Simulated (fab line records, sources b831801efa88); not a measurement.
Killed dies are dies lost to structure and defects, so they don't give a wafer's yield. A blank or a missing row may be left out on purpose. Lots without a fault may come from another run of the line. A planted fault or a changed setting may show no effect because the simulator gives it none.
Which tool did it? | flow gf180mcu | 6 lots, 18 wafers sampled, at 4 steps of a route of 602

WHAT THE GAUGES READ, wafer by wafer
GF_PSD_RS_MEAS_15: measures by four-point-probe.
lot  | measured     | on            | PSD_RS (ohm/sq)
L762 | day 16 02:16 | film_metro-03 | 109.76 110.09 109.87
L765 | day 17 06:41 | film_metro-04 | 109.72 109.39 109.49
L767 | day 17 16:23 | film_metro-01 | 109.70 110.00 109.58
L772 | day 19 22:53 | film_metro-03 | 116.52 116.52 116.71
L777 | day 21 09:59 | film_metro-04 | 109.57 109.37 109.22
L780 | day 22 07:27 | film_metro-01 | 109.28 109.76 109.64

WHICH TOOL RAN EACH LOT (tool, then ch and the chambers of the sampled wafers, then the start)
lot  | GF_PSD_IMPLANT_09               | GF_PSD_STRIP_10                      | GF_PSD_RTA_13
L762 | implanter-02 ch 0, day 16 01:37 | plasma_asher-03 ch 0,1, day 16 01:46 | rtp_anneal-01 ch 0, day 16 02:04
L765 | implanter-03 ch 0, day 17 06:08 | plasma_asher-02 ch 0,1, day 17 06:16 | rtp_anneal-01 ch 0, day 17 06:28
L767 | implanter-01 ch 0, day 17 15:50 | plasma_asher-02 ch 0,1, day 17 15:59 | rtp_anneal-02 ch 0, day 17 16:11
L772 | implanter-01 ch 0, day 19 22:14 | plasma_asher-02 ch 0,1, day 19 22:23 | rtp_anneal-02 ch 0, day 19 22:35
L777 | implanter-02 ch 0, day 21 09:25 | plasma_asher-03 ch 0,1, day 21 09:34 | rtp_anneal-01 ch 0, day 21 09:47
L780 | implanter-03 ch 0, day 22 06:53 | plasma_asher-02 ch 0,1, day 22 07:02 | rtp_anneal-02 ch 0, day 22 07:15
- GF_PSD_IMPLANT_09
- GF_PSD_STRIP_10: strips in O2/N2.
- GF_PSD_RTA_13: time 18.36 s.

THE ANSWER, worked out from the rows above alone
Rule: what is usual is taken from the lots themselves. Put in order of their means at a reading, lots are off if they are a third of the lots or fewer, leave a main group of 4 or more, and stand apart from it by a gap of 3 or more times the standard deviation of the main group's means; of several such gaps the widest counts. A main group whose means are all the same, to the digits that the tables above print for the reading, isn't used. A lot without any number at a reading at which 4 lots or more have one is off too. The other lots that the step has rows for count as sound.
Off: L772, at GF_PSD_RS_MEAS_15 (PSD_RS). The main group: mean 109.63 ohm/sq, standard deviation 0.18.
A tool fits if, at a process step before that reading, it ran every lot that is off, and no sound lot after the first of them. The gauges at GF_PSD_RS_MEAS_15 are tried like those tools. Can't be told from this: 2 tools fit, implanter-01 at GF_PSD_IMPLANT_09, film_metro-03 at GF_PSD_RS_MEAS_15.

WHAT THE SIMULATOR HAD PUT IN
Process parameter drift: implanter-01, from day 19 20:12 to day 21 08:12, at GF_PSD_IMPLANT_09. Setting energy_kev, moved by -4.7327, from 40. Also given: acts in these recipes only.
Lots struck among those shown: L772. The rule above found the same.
